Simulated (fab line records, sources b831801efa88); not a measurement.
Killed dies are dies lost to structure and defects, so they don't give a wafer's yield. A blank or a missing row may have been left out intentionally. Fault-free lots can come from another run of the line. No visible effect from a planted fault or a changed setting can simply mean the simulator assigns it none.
A lot that was struck, set against a sound lot / flow sky130 / 15 out of 708 route steps
Sound: these wafers, L718.1, L718.5, L718.6. Wafers L719.1, L719.3, L719.5 were the ones struck. The cause is named last.
Per side, at each step with rows, come the tool, then ch with its chambers, and then its first start. Under that, the readings that differ: sound wafers / struck wafers / difference of the means / sigmas: that difference in standard deviations of wafers without a fault.
alike: a reading whose means differ by less than 2 such deviations, as well as words and numbers matching on both sides. not compared: withheld readings; readings where some wafer has no value; bounds like >300 that might hide an equal value; numbers whose values overlap and for which the record gives no deviation.
Wherever a step has rows on one side only, a row that says differs or no value, or a row with sigmas, the two part there. Numbers that have no deviation but don't overlap get no sigmas and don't part them. Lack of a reading on every wafer of one side parts them only where that side has two or more wafers.

first, 1 step without rows for these wafers: SKY_GATE_OXIDE_OXIDATION_01 (stabilise 600 s, purge 300 s, target thk 10.268 nm).
SKY_GATE_OXIDE_THK_MEAS_02:
  sound on film metro-03 at day 13 10:17; struck on film metro-04 at day 13 13:35
reading=GATE_OXIDE_OXIDATION_00_THK (nm); sound=10.50 10.50 10.65; struck=10.05 9.94 9.96; difference=-0.57; sigmas=-3
then, 7 steps without rows for these wafers: SKY_GATE_OXIDE_DEHYDRATE_03 (time 60 s); SKY_GATE_OXIDE_HMDS_04 (prime time 60 s); SKY_GATE_OXIDE_COAT_05 (resist thk 1140 nm); SKY_GATE_OXIDE_SOFTBAKE_06 (time 60 s); SKY_GATE_OXIDE_EXPOSE_07 (exposes mask LVOM, target cd 600 nm); SKY_GATE_OXIDE_PEB_08; SKY_GATE_OXIDE_DEVELOP_09 (develop time 60 s).
SKY_GATE_OXIDE_OVL_MEAS_10:
  sound on overlay-01 at day 14 12:05; struck on overlay-02 at day 14 15:41
  alike: GATE_OXIDE_OVL
then, 2 steps without rows for these wafers: SKY_GATE_OXIDE_IMPLANT_11; SKY_GATE_OXIDE_WET_ETCH_12 (etches SiO2 in dHF, target depth 16.8 nm, time 336 s).
SKY_GATE_OXIDE_STRIP_13: strips in O2/N2.
  sound on plasma asher-01 ch 0,1, day 14 12:22; struck on plasma asher-01 ch 0, day 14 15:59
reading=chamber pressure mTorr (mTorr); sound=1501.4 1498.6 1502.4; struck=1514.4 1476.4 1523.3; difference=+3.9; sigmas=+3
reading=oes product au (a.u.); sound=0.715 0.713 0.720; struck=0.853 0.898 0.834; difference=+0.146; sigmas=+37
reading=strip time to endpoint s (s); sound=14.20 14.25 14.23; struck=- - -; difference=no value on the struck wafers; sigmas=
reading=model.NOVOLAK_of_GATE_OXIDE_COAT_05.thk nm (nm); sound=0 0 0; struck=899.2 896.4 901.7; difference=+899.1; sigmas=
  alike: drypump motor current A
  not compared: rf hours counter h
SKY_GATE_OXIDE_TW_MEAS_14:
  sound on film metro-04 at day 14 12:28; struck on film metro-02 at day 14 16:05
  alike: GATE_OXIDE_TW
-- a jump in the record: the struck wafers' starts before and after are 32 days apart (it breaks off in module GATE_OXIDE and resumes in module PAD_OPEN, where the first step shown is number 708 of the route) --
SKY_PAD_OPEN_PROBE_99:
  sound on prober-01 at day 46 06:29; struck on prober-02 at day 46 14:38
reading=killed at front end; sound=22 16 13; struck=416 413 406; difference=+395; sigmas=+88
reading=killed dies; sound=102 75 87; struck=492 492 492; difference=+404; sigmas=+42
reading=killed on rim; sound=20 14 15; struck=96 96 96; difference=+80; sigmas=+24
  alike: killed_at_M0_to_M3, killed_at_M4_up, killed at contacts, killed at other, killed open, killed short

WHERE THEY PART
Earliest at SKY_GATE_OXIDE_THK_MEAS_02; latest, in this record, at SKY_PAD_OPEN_PROBE_99.

WHY: what the simulator had put in
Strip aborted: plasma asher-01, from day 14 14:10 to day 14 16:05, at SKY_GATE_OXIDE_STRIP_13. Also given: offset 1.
